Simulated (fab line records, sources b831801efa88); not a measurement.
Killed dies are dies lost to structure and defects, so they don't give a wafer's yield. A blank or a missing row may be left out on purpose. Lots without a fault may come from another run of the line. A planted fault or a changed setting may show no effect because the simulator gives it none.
fab line records | flow sky130
record lots=24 wafers=72 last_day=50
route steps=708 shown NWELL@78 LDD_N@254 SD_P@359 LI_CONTACT@364
lots that met no fault: from a run of the same line without faults
start_h: hours from the record's first day to the start of the lot's first wafer shown | wait_h: hours since the lot's step before | " the same as in the row above | L1.1+2: a row that stands for several wafers | - no value, or no start given | * or withheld: withheld | < > ~ a bound
route shown NAME@n: a module of which the file shows steps, and the number in the route of the first | usual: mean/standard deviation of fault-free wafers | same: alike in all rows | chamber/n: place in a boat | sites: the reading at each site | _std_site: their standard deviation | _edge_site: outer sites' mean less inner sites' | radius_mm: how far each site lies from the wafer's centre | mask NAME#n: copy n | behind: the tool/chamber that last shaped the wafer | hold: why the lot was held/for how many hours/how that ended | device: the transistor (n, p or np) that didn't switch | end of line: the same wafers' tests at the end of the route | a step without rows: its recipe alone | killed: dies lost to structure and defects at the first sort, not the wafer's yield | map: a wafer's dies, x killed, . not, _ none there
set.NAME: the setting as run; set.NAME@STEP: as run at that earlier step | model.NAME: the simulator's own value behind a step, which no gauge read
steps of the route over a sample of lots; a table a step, a row a wafer
services: from which hour (start_h, from the record's first day; less than 0 if before it) a tool's chamber was out of use, for how many hours, and why
## steps
# step SKY_NWELL_STRIP_25
# recipe chemistry=O2/N2 power_w=1400 pressure_mtorr=1500 platen_temp_c=withheld o2_flow_sccm=3000 n2_flow_sccm=300 overash_fraction=0.5
# usual drypump_motor_current_A=5.8/0.41 oes_product_au=0.722/0.0044 strip_time_to_endpoint_s=36.88/0.11
# columns lot.wafer tool chamber start_h wait_h drypump_motor_current_A oes_product_au rf_hours_counter_h strip_time_to_endpoint_s
L074.2 plasma_asher-04 1 101.11 0.1 5.2 0.728 43 36.80
L074.3 " 1 " " 5.2 0.722 - 36.85
L074.4 " 0 " " 6.2 0.716 - 37.01
L075.3 plasma_asher-03 1 109.28 0.1 6.4 0.720 - 36.97
L075.5 " 0 " " 5.8 0.720 - 36.85
L075.6 " 1 " " 6.5 0.726 - 37.01
L076.3 plasma_asher-01 0 114.13 0.1 5.9 0.724 - 37.04
L076.4 " 1 " " 5.5 0.721 - 37.10
L076.6 " 1 " " 5.5 0.733 - 37.00
L077.2 plasma_asher-03 0 124.40 0.1 5.8 0.719 44 36.80
L077.3 " 0 " " 5.8 0.723 - 36.89
L077.6 " 1 " " 6.5 0.717 - 36.88
L078.1 plasma_asher-04 0 131.70 0.1 6.1 0.724 47 36.93
L078.4 " 1 " " 5.2 0.720 - 36.78
L078.6 " 1 " " 5.2 0.719 - 36.77
L079.1 plasma_asher-03 0 137.75 0.1 5.8 0.729 45 36.86
L079.2 " 1 " " 6.5 0.720 45 36.91
L079.4 " 0 " " 5.8 0.716 - 36.85
L080.2 plasma_asher-04 0 142.60 0.1 6.2 0.720 48 36.70
L080.3 " 0 " " 6.2 0.726 - 36.85
L080.4 " 1 " " 5.2 0.723 - 36.95
L081.3 plasma_asher-04 0 148.60 0.1 6.2 0.729 - 36.90
L081.4 " 1 " " 5.2 0.718 - 36.82
L081.6 " 1 " " 5.2 0.724 - 36.92
L082.2 plasma_asher-01 1 156.01 0.1 5.5 0.726 35 36.87
L082.4 " 0 " " 5.9 0.719 - 36.88
L082.5 " 1 " " 5.5 0.719 - 36.90
L083.4 plasma_asher-01 0 159.74 0.1 6.0 0.726 - 36.87
L083.5 " 1 " " 5.5 0.717 - 36.83
L083.6 " 0 " " 6.0 0.721 - 37.03
L084.4 plasma_asher-04 1 166.88 0.1 5.2 0.719 - 36.88
L084.5 " 1 " " 5.2 0.729 - 36.93
L084.6 " 0 " " 6.2 0.721 - 36.83
L085.1 plasma_asher-04 1 170.95 0.1 5.2 0.712 51 37.01
L085.2 " 0 " " 6.2 0.727 51 37.13
L085.6 " 0 " " 6.2 0.720 - 37.03
L086.3 plasma_asher-03 0 177.73 0.1 5.8 0.720 - 36.79
L086.4 " 1 " " 6.5 0.724 - 36.89
L086.5 " 1 " " 6.4 0.726 - 36.79
L087.1 plasma_asher-01 1 184.60 0.1 5.5 0.725 38 36.86
L087.3 " 0 " " 5.9 0.717 - 36.98
L087.5 " 1 " " 5.5 0.720 - 36.77
L088.2 plasma_asher-01 1 190.45 0.1 5.5 0.721 38 36.90
L088.3 " 1 " " 5.5 0.719 - 36.98
L088.5 " 0 " " 5.9 0.720 - 37.07
L089.2 plasma_asher-04 1 194.25 0.1 5.2 0.713 53 37.06
L089.4 " 0 " " 6.2 0.719 - 37.07
L089.6 " 1 " " 5.2 0.723 - 37.25
L090.1 plasma_asher-04 0 201.65 0.1 6.1 0.716 54 36.71
L090.4 " 1 " " 5.2 0.731 - 36.80
L090.5 " 0 " " 6.1 0.722 - 36.83
L091.2 plasma_asher-01 1 209.71 0.1 5.5 0.728 40 36.80
L091.5 " 0 " " 6.0 0.734 - 36.91
L091.6 " 1 " " 5.5 0.721 - 36.75
L092.1 plasma_asher-04 0 217.25 0.1 6.2 0.725 55 37.00
L092.4 " 1 " " 5.2 0.720 - 36.85
L092.6 " 1 " " 5.2 0.724 - 37.01
L093.2 plasma_asher-01 0 223.09 0.1 6.0 0.719 41 36.68
L093.4 " 0 " " 5.9 0.716 - 36.68
L093.6 " 0 " " 5.9 0.720 - 36.70
L094.3 plasma_asher-01 1 226.63 0.1 5.5 0.720 - 36.89
L094.4 " 0 " " 5.9 0.720 - 36.97
L094.5 " 1 " " 5.5 0.726 - 36.93
L095.1 plasma_asher-04 0 231.15 0.1 6.2 0.723 57 36.75
L095.2 " 1 " " 5.2 0.723 57 36.84
L095.3 " 1 " " 5.2 0.720 - 36.84
L096.1 plasma_asher-04 0 238.96 0.1 6.2 0.723 57 36.90
L096.2 " 1 " " 5.2 0.722 57 36.76
L096.5 " 0 " " 6.2 0.715 - 36.81
L097.1 plasma_asher-03 0 246.21 0.1 5.8 0.714 56 36.75
L097.3 " 0 " " 5.8 0.723 - 36.91
L097.4 " 1 " " 6.5 0.718 - 36.70
# step SKY_LDD_N_TW_MEAS_17
# usual LDD_N_TW=2570/24
# columns lot.wafer tool chamber start_h wait_h LDD_N_TW
L074.2 film_metro-02 - 400.06 0.1 2543
L074.3 " - " " 2549
L074.4 " - " " 2535
L075.3 film_metro-02 - 405.46 0.1 2527
L075.5 " - " " 2542
L075.6 " - " " 2544
L076.3 film_metro-03 - 413.01 0.1 2610
L076.4 " - " " 2605
L076.6 " - " " 2604
L079.1 film_metro-03 - 462.54 0.1 2596
L079.2 " - " " 2604
L079.4 " - " " 2595
L077.2 film_metro-03 - 466.15 0.1 2592
L077.3 " - " " 2596
L077.6 " - " " 2587
L078.1 film_metro-04 - 466.55 0.1 2579
L078.4 " - " " 2565
L078.6 " - " " 2585
L081.3 film_metro-03 - 470.56 0.1 2595
L081.4 " - " " 2597
L081.6 " - " " 2594
L080.2 film_metro-02 - 471.86 0.1 2552
L080.3 " - " " 2564
L080.4 " - " " 2566
L082.2 film_metro-03 - 475.80 0.1 2598
L082.4 " - " " 2612
L082.5 " - " " 2593
L083.4 film_metro-04 - 515.38 0.1 2561
L083.5 " - " " 2576
L083.6 " - " " 2567
L084.4 film_metro-02 - 517.48 0.1 2552
L084.5 " - " " 2533
L084.6 " - " " 2548
L086.3 film_metro-02 - 517.71 0.1 2552
L086.4 " - " " 2550
L086.5 " - " " 2541
L085.1 film_metro-03 - 518.64 0.1 2593
L085.2 " - " " 2587
L085.6 " - " " 2597
L087.1 film_metro-03 - 520.49 0.1 2590
L087.3 " - " " 2611
L087.5 " - " " 2594
L089.2 film_metro-04 - 526.50 0.1 2562
L089.4 " - " " 2564
L089.6 " - " " 2570
L088.2 film_metro-02 - 527.40 0.1 2538
L088.3 " - " " 2544
L088.5 " - " " 2541
L090.1 film_metro-04 - 540.74 0.1 2569
L090.4 " - " " 2578
L090.5 " - " " 2560
L091.2 film_metro-02 - 544.90 0.1 2535
L091.5 " - " " 2546
L091.6 " - " " 2538
L092.1 film_metro-02 - 555.09 0.1 2557
L092.4 " - " " 2541
L092.6 " - " " 2552
L094.3 film_metro-02 - 568.91 0.1 2546
L094.4 " - " " 2542
L094.5 " - " " 2547
L093.2 film_metro-02 - 571.60 0.1 2545
L093.4 " - " " 2563
L093.6 " - " " 2540
L095.1 film_metro-03 - 573.14 0.1 2575
L095.2 " - " " 2585
L095.3 " - " " 2594
L096.1 film_metro-04 - 590.75 0.1 2573
L096.2 " - " " 2578
L096.5 " - " " 2579
L097.1 film_metro-04 - 591.79 0.1 2577
L097.3 " - " " 2558
L097.4 " - " " 2571
# step SKY_SD_N_RS_MEAS_17
# recipe thk_meas_gauge=four-point-probe
# usual SD_P_RS=147.4/0.39
# columns lot.wafer tool chamber start_h wait_h SD_P_RS[ohm/sq]
L074.2 film_metro-04 - 641.04 0.1 148.0
L074.3 " - " " 147.9
L074.4 " - " " 148.0
L075.3 film_metro-01 - 644.76 0.1 147.1
L075.5 " - " " 147.1
L075.6 " - " " 147.2
L076.3 film_metro-01 - 649.56 0.1 147.5
L076.4 " - " " 147.7
L076.6 " - " " 147.7
L079.1 film_metro-04 - 700.32 0.1 147.1
L079.2 " - " " 147.5
L079.4 " - " " 147.7
L077.2 film_metro-04 - 702.79 0.1 147.9
L077.3 " - " " 147.4
L077.6 " - " " 147.3
L078.1 film_metro-04 - 704.17 0.1 147.2
L078.4 " - " " 147.1
L078.6 " - " " 147.6
L081.3 film_metro-04 - 705.46 0.1 147.8
L081.4 " - " " 147.7
L081.6 " - " " 147.8
L080.2 film_metro-01 - 707.30 0.1 147.2
L080.3 " - " " 147.3
L080.4 " - " " 147.5
L082.2 film_metro-01 - 714.40 0.1 147.3
L082.4 " - " " 147.4
L082.5 " - " " 147.5
L083.4 film_metro-04 - 748.78 0.1 148.0
L083.5 " - " " 147.7
L083.6 " - " " 148.3
L084.4 film_metro-03 - 749.08 0.1 147.0
L084.5 " - " " 146.9
L084.6 " - " " 146.8
L086.3 film_metro-01 - 751.21 0.1 147.3
L086.4 " - " " 147.1
L086.5 " - " " 147.5
L085.1 film_metro-03 - 753.27 0.1 147.5
L085.2 " - " " 147.7
L085.6 " - " " 147.6
L087.1 film_metro-04 - 753.66 0.1 147.5
L087.3 " - " " 146.7
L087.5 " - " " 147.5
L089.2 film_metro-04 - 759.99 0.1 147.6
L089.4 " - " " 147.7
L089.6 " - " " 148.0
L088.2 film_metro-03 - 760.95 0.1 147.7
L088.3 " - " " 147.2
L088.5 " - " " 147.1
L090.1 film_metro-04 - 771.32 0.1 147.5
L090.4 " - " " 147.9
L090.5 " - " " 147.3
L091.2 film_metro-03 - 775.19 0.1 147.8
L091.5 " - " " 147.1
L091.6 " - " " 147.6
L092.1 film_metro-04 - 785.32 0.1 147.5
L092.4 " - " " 147.4
L092.6 " - " " 147.3
L094.3 film_metro-04 - 797.41 0.1 147.3
L094.4 " - " " 147.6
L094.5 " - " " 147.4
L093.2 film_metro-01 - 800.54 0.1 146.3
L093.4 " - " " 146.7
L093.6 " - " " 146.0
L095.1 film_metro-04 - 802.12 0.1 146.6
L095.2 " - " " 146.9
L095.3 " - " " 147.4
L096.1 film_metro-04 - 817.03 0.1 147.0
L096.2 " - " " 147.2
L096.5 " - " " 147.5
L097.1 film_metro-01 - 818.77 0.1 147.3
L097.3 " - " " 147.3
L097.4 " - " " 147.8
# step SKY_LI_CONTACT_CMP_02
# recipe material=PSG down_force_psi=4 platen_rpm=60 pad_velocity_m_s=0.94248
# usual head_pressure_psi=4.000/0.0089 motor_current_A=12.3/1.1 time_to_endpoint_s=33/3.3
# columns lot.wafer tool chamber start_h wait_h head_pressure_psi motor_current_A time_to_endpoint_s
L074.4 cmp-01 0 641.49 0.1 3.999 14.5 38
L074.3 " 1 " " 3.989 12.2 38
L074.2 " 2 " " 4.014 13.2 33
L075.3 cmp-01 1 645.29 0.2 4.006 11.8 31
L075.5 " 2 " " 4.007 12.6 31
L075.6 " 3 " " 3.982 11.6 27
L076.3 cmp-02 3 649.98 0.1 4.003 10.2 28
L076.4 " 1 " " 3.995 13.1 34
L076.6 " 3 " " 3.988 10.2 30
L079.2 cmp-02 2 700.92 0.0 3.997 12.5 34
L079.4 " 0 " " 3.984 13.1 29
L079.1 " 1 " " 4.022 12.7 31
L077.3 cmp-01 0 703.23 0.1 4.008 12.5 39
L077.2 " 2 " " 3.980 13.7 38
L077.6 " 0 " " 4.003 13.1 39
L078.1 cmp-01 1 704.68 0.1 3.983 11.6 36
L078.4 " 2 " " 4.005 13.5 34
L078.6 " 3 " " 4.000 10.8 35
L081.3 cmp-01 0 706.12 0.3 4.009 13.9 38
L081.4 " 1 " " 3.981 11.3 36
L081.6 " 0 " " 4.016 12.9 39
L080.3 cmp-01 2 707.70 0.0 4.008 13.1 33
L080.2 " 0 " " 4.000 13.5 36
L080.4 " 1 " " 3.994 12.2 34
L082.2 cmp-02 2 714.85 0.1 3.993 11.8 35
L082.4 " 0 " " 4.003 13.0 34
L082.5 " 2 " " 4.011 12.7 37
L083.4 cmp-01 0 749.13 0.0 4.002 13.7 35
L083.6 " 0 " " 3.988 13.4 36
L083.5 " 1 " " 4.009 11.7 32
L084.4 cmp-01 3 749.62 0.2 4.004 11.3 36
L084.6 " 0 " " 3.987 13.3 42
L084.5 " 1 " " 3.995 11.9 35
L086.4 cmp-02 1 751.63 0.1 4.004 13.1 35
L086.3 " 3 " " 3.988 10.0 28
L086.5 " 0 " " 3.987 12.9 28
L085.2 cmp-02 2 753.74 0.1 4.012 12.0 32
L085.1 " 3 " " 4.004 10.3 25
L085.6 " 2 " " 4.007 11.9 32
L087.1 cmp-01 1 754.11 0.1 4.004 12.0 31
L087.3 " 3 " " 3.994 10.9 29
L087.5 " 1 " " 4.012 11.9 31
L089.2 cmp-02 3 760.45 0.1 3.990 10.2 24
L089.4 " 0 " " 4.005 13.9 26
L089.6 " 2 " " 4.001 11.8 27
L088.2 cmp-02 1 761.40 0.1 3.981 13.1 36
L088.3 " 2 " " 4.012 12.0 35
L088.5 " 0 " " 4.000 12.8 31
L090.4 cmp-01 3 771.74 0.0 3.987 11.9 31
L090.1 " 0 " " 3.997 13.4 35
L090.5 " 0 " " 3.995 12.8 37
L091.2 cmp-01 0 775.65 0.1 3.992 13.6 36
L091.6 " 3 " " 4.005 11.5 33
L091.5 " 0 " " 3.987 13.8 36
L092.4 cmp-01 3 785.79 0.1 4.016 11.4 35
L092.1 " 0 " " 3.999 13.2 38
L092.6 " 2 " " 4.016 12.2 35
L094.3 cmp-02 1 797.84 0.1 4.002 13.6 35
L094.4 " 2 " " 3.998 12.5 34
L094.5 " 1 " " 4.002 13.0 33
L093.4 cmp-01 1 800.95 0.0 3.997 12.0 38
L093.2 " 3 " " 4.001 11.6 34
L093.6 " 1 " " 3.990 11.6 35
L095.1 cmp-01 3 802.54 0.1 4.008 10.9 31
L095.3 " 1 " " 3.997 12.0 33
L095.2 " 2 " " 4.001 12.7 34
L096.1 cmp-02 0 817.55 0.1 4.012 12.9 33
L096.2 " 1 " " 3.997 13.9 33
L096.5 " 3 " " 4.003 9.3 29
L097.1 cmp-01 1 819.19 0.1 3.988 12.4 33
L097.4 " 2 " " 4.012 12.6 32
L097.3 " 3 " " 4.004 11.3 32
# step SKY_LI_CONTACT_SPUTTER_20
# recipe material=TiN target_thk_nm=20 chamber_pressure_pa=5 power_w=4000 time_s=80
# usual throttle_valve_pct=30.2/0.93
# columns lot.wafer tool chamber start_h wait_h throttle_valve_pct
L074.2 pvd_sputter-02 - 671.77 0.0 30.8
L074.3 " - " " 29.4
L074.4 " - " " 30.9
L075.3 pvd_sputter-01 - 675.62 0.0 28.8
L075.5 " - " " 29.7
L075.6 " - " " 29.1
L076.3 pvd_sputter-04 - 679.86 0.0 29.9
L076.4 " - " " 31.7
L076.6 " - " " 29.5
L079.1 pvd_sputter-01 - 730.00 0.0 29.1
L079.2 " - " " 29.0
L079.4 " - " " 30.8
L077.2 pvd_sputter-02 - 732.66 0.0 31.8
L077.3 " - " " 31.0
L077.6 " - " " 31.0
L078.1 pvd_sputter-01 - 733.31 0.0 29.2
L078.4 " - " " 28.9
L078.6 " - " " 30.8
L081.3 pvd_sputter-02 - 734.58 0.0 30.9
L081.4 " - " " 30.7
L081.6 " - " " 32.4
L080.2 pvd_sputter-02 - 735.99 0.0 30.7
L080.3 " - " " 30.5
L080.4 " - " " 32.1
L082.2 pvd_sputter-02 - 743.18 0.0 29.5
L082.4 " - " " 30.9
L082.5 " - " " 30.5
L083.4 pvd_sputter-01 - 776.02 0.0 29.9
L083.5 " - " " 29.4
L083.6 " - " " 31.0
L084.4 pvd_sputter-04 - 777.43 0.0 31.7
L084.5 " - " " 29.7
L084.6 " - " " 29.4
L086.3 pvd_sputter-01 - 779.77 0.0 30.7
L086.4 " - " " 28.9
L086.5 " - " " 28.9
L085.1 pvd_sputter-04 - 781.73 0.0 31.6
L085.2 " - " " 29.4
L085.6 " - " " 29.3
L087.1 pvd_sputter-04 - 782.57 0.0 31.6
L087.3 " - " " 29.9
L087.5 " - " " 31.6
L089.2 pvd_sputter-04 - 789.24 0.0 31.6
L089.4 " - " " 29.7
L089.6 " - " " 31.8
L088.2 pvd_sputter-01 - 789.88 0.0 29.1
L088.3 " - " " 29.2
L088.5 " - " " 29.1
L090.1 pvd_sputter-02 - 799.59 0.0 30.9
L090.4 " - " " 32.0
L090.5 " - " " 30.8
L091.2 pvd_sputter-02 - 803.99 0.0 30.5
L091.5 " - " " 30.8
L091.6 " - " " 31.9
L092.1 pvd_sputter-04 - 812.93 0.0 31.8
L092.4 " - " " 30.1
L092.6 " - " " 31.6
L094.3 pvd_sputter-04 - 825.22 0.0 29.4
L094.4 " - " " 29.4
L094.5 " - " " 29.9
L093.2 pvd_sputter-01 - 828.92 0.0 29.1
L093.4 " - " " 29.0
L093.6 " - " " 29.1
L095.1 pvd_sputter-04 - 830.21 0.0 29.7
L095.2 " - " " 30.2
L095.3 " - " " 29.9
L096.1 pvd_sputter-01 - 845.54 0.0 29.1
L096.2 " - " " 29.1
L096.5 " - " " 30.9
L097.1 pvd_sputter-02 - 846.30 0.0 29.5
L097.3 " - " " 30.8
L097.4 " - " " 31.1
# step SKY_LI_CONTACT_CVD_21
# recipe material=W target_thk_nm=400 time_s=120.56 temp_c=400 pressure_torr=40
# usual heater_power_w=851/54
# columns lot.wafer tool chamber start_h wait_h heater_power_w since_wet_clean_h
L074.2 cvd_w-02 0 671.83 0.0 839 768
L074.3 " 0 " " 831 -
L074.4 " 1 " " 833 -
L075.3 cvd_w-02 0 675.72 0.1 825 -
L075.5 " 0 " " 814 -
L075.6 " 1 " " 843 -
L076.3 cvd_w-01 1 679.96 0.1 935 -
L076.4 " 0 " " 788 -
L076.6 " 0 " " 782 -
L079.1 cvd_w-02 0 730.06 0.0 837 826
L079.2 " 1 " " 839 826
L079.4 " 1 " " 873 -
L077.2 cvd_w-01 0 732.72 0.0 785 329
L077.3 " 0 " " 785 -
L077.6 " 0 " " 774 -
L078.1 cvd_w-01 1 733.37 0.0 924 329
L078.4 " 1 " " 907 -
L078.6 " 1 " " 936 -
L081.3 cvd_w-01 1 734.68 0.1 948 -
L081.4 " 0 " " 767 -
L081.6 " 1 " " 927 -
L080.2 cvd_w-01 1 736.05 0.0 958 332
L080.3 " 0 " " 772 -
L080.4 " 1 " " 950 -
L082.2 cvd_w-02 0 743.24 0.0 862 839
L082.4 " 1 " " 854 -
L082.5 " 1 " " 847 -
L083.4 cvd_w-01 1 776.12 0.1 921 -
L083.5 " 0 " " 780 -
L083.6 " 1 " " 930 -
L084.4 cvd_w-02 0 777.53 0.1 843 -
L084.5 " 0 " " 856 -
L084.6 " 1 " " 839 -
L086.3 cvd_w-01 0 779.87 0.1 768 -
L086.4 " 1 " " 948 -
L086.5 " 1 " " 952 -
L085.1 cvd_w-02 0 781.79 0.0 835 878
L085.2 " 1 " " 845 878
L085.6 " 0 " " 849 -
L087.1 cvd_w-02 0 782.63 0.0 821 879
L087.3 " 0 " " 826 -
L087.5 " 1 " " 857 -
L089.2 cvd_w-02 1 789.30 0.0 839 885
L089.4 " 0 " " 843 -
L089.6 " 0 " " 819 -
L088.2 cvd_w-01 0 789.94 0.0 795 386
L088.3 " 1 " " 932 -
L088.5 " 1 " " 962 -
L090.1 cvd_w-02 0 799.65 0.0 847 896
L090.4 " 1 " " 860 -
L090.5 " 1 " " 861 -
L091.2 cvd_w-02 1 804.05 0.0 868 900
L091.5 " 1 " " 868 -
L091.6 " 0 " " 843 -
L092.1 cvd_w-02 0 812.99 0.0 857 909
L092.4 " 0 " " 842 -
L092.6 " 1 " " 871 -
L094.3 cvd_w-02 0 825.32 0.1 847 -
L094.4 " 1 " " 872 -
L094.5 " 1 " " 864 -
L093.2 cvd_w-01 0 828.98 0.0 783 425
L093.4 " 0 " " 763 -
L093.6 " 0 " " 802 -
L095.1 cvd_w-02 1 830.27 0.0 879 926
L095.2 " 0 " " 835 926
L095.3 " 0 " " 838 -
L096.1 cvd_w-01 0 845.60 0.0 794 442
L096.2 " 1 " " 927 442
L096.5 " 1 " " 944 -
L097.1 cvd_w-02 1 846.36 0.0 865 942
L097.3 " 1 " " 854 -
L097.4 " 0 " " 847 -
## services
# columns tool chamber start_h hours kind
cmp-01 - 89.05 1.7 repair
cvd_w-02 - 232.29 0.3 repair
cmp-01 - 241.56 1.1 repair
cmp-01 - 261.68 1.0 repair
cmp-01 - 263.22 3.9 pm
cmp-01 - 281.03 0.5 repair
plasma_asher-04 - 342.01 4.0 repair
cmp-01 - 342.54 12.1 pm
cmp-01 - 359.82 2.9 repair
cmp-01 - 381.83 3.0 pm
plasma_asher-04 - 394.40 14.6 pm
cvd_w-02 - 395.90 1.0 repair
cmp-01 - 404.00 4.0 pm
cmp-01 - 408.04 4.3 repair
cvd_w-02 - 473.91 6.9 pm
cvd_w-02 0 506.05 8.4 repair
cmp-01 - 590.72 3.1 repair
cvd_w-02 - 603.75 1.2 repair
cmp-01 - 630.55 0.8 repair
cmp-01 - 632.22 4.7 pm
cvd_w-02 - 719.50 2.5 repair
cmp-01 - 744.22 4.0 pm
cvd_w-02 - 790.78 0.5 repair
cvd_w-02 - 807.75 1.4 repair
## key
fault none
